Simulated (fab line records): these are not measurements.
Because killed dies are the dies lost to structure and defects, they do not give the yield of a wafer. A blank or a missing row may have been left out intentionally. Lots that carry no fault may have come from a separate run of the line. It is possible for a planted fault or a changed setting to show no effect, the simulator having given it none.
8D (eight disciplines) problem report, filled in by code + flow sky130 + the parts of the form that need people (team, actions taken, sign-off) are left out

== 1. THE PROBLEM ==
Wafers without a fault read 0.866 a.u., standard deviation 0.0054; oes_product_au at SKY_METAL4_METAL_ETCH_18 reads a mean of 0.992 a.u. on 3 wafers belonging to 2 lots. That puts it +23 standard deviations away from the usual mean.
The step: etches the open film in Cl2/BCl3, stops on SiO2, target depth 845 nm, time 183.1 s.
The first sign was on wafer L879.2 at day 45 22:50, on rie_metal-01. At this step, 42 wafers from 14 lots have a number in the record. Rule for "out" (also "out of limits"): further than 4 standard deviations from the usual mean. All remaining wafers that have a number are taken as sound.

== 2. WHAT IT IS, WHAT IT ISN'T ==
| question                    | is                         | is not                                                                          |
|-----------------------------|----------------------------|---------------------------------------------------------------------------------|
| which readings at this step | oes_product_au             | drypump_motor_current_A, throttle_valve_pct                                     |
| which lots                  | L879, L880                 | L864, L865, L866, L869, L870, L871, L872, L873, L874, L876, L882, L887          |
| which wafers of those lots  | L879.2, L879.6, L880.2     | L879.3, L880.1, L880.4                                                          |
| read on which tools         | rie_metal-01, rie_metal-02 | rie_metal-03                                                                    |
| when                        | from day 45 22:50          | up to then (31 sound wafers); but 8 sound wafers of L880, L882, L887 came after |

== 3. THE SUSPECTS, EACH WITH WHAT RULES IT OUT ==
Counting: if a tool at a process step up to the reading ran every lot that is out, it stays a suspect. Sound lots after the first of them don't rule it out here, since some wafers of a struck lot are sound.
- pvd_sputter-01 at SKY_METAL4_SPUTTER_02 (material AlCu, target thk 735 nm, time 39.1 s): kept. It processed each lot that is out (first: L879, day 44 02:26); up to then, its last sound lot is L876 (day 43 08:29).
After counting, what remains is pvd_sputter-01 at SKY_METAL4_SPUTTER_02.

== 4. THE CAUSE (what the simulator had put in) ==
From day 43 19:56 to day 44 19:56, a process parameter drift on pvd_sputter-01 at SKY_METAL4_SPUTTER_02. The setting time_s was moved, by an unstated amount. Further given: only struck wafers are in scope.
The count eliminated every tool but this one.

== 5. THE CHAIN OF EFFECTS, in route order ==
Each row: a reading where the mean over the struck wafers with a number is more than 3 standard deviations away from the usual. Only readings whose record carries a usual standard deviation are examined. hours: median over the lots of the time between each lot's start at the first step of this table that gives one and its start at this step. sigmas: the change, counted in usual standard deviations.
| hours | step                     | reading        | usual      | on struck wafers | change | sigmas |
|-------|--------------------------|----------------|------------|------------------|--------|--------|
| 0     | SKY_METAL4_METAL_ETCH_18 | oes_product_au | 0.866 a.u. | 0.992            | +0.126 | +23    |
It contains these process steps:
- SKY_METAL4_METAL_ETCH_18: etches the open film in Cl2/BCl3, stops on SiO2, target depth 845 nm, time 183.1 s.

== 6. HOW IT WOULD HAVE BEEN CAUGHT EARLIER ==
In this record the first reading out of limits was taken at day 45 22:50, 51 hours after the fault began at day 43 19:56.
Of the tool readings at SKY_METAL4_SPUTTER_02 for which the record gives a usual standard deviation, none was out on any struck wafer, so an alarm limit of 4 standard deviations on them would not have fired.
Lots out: 2; all had begun SKY_METAL4_SPUTTER_02 on pvd_sputter-01 by day 45 22:50. Tool hold at that time: it would have spared none of them.
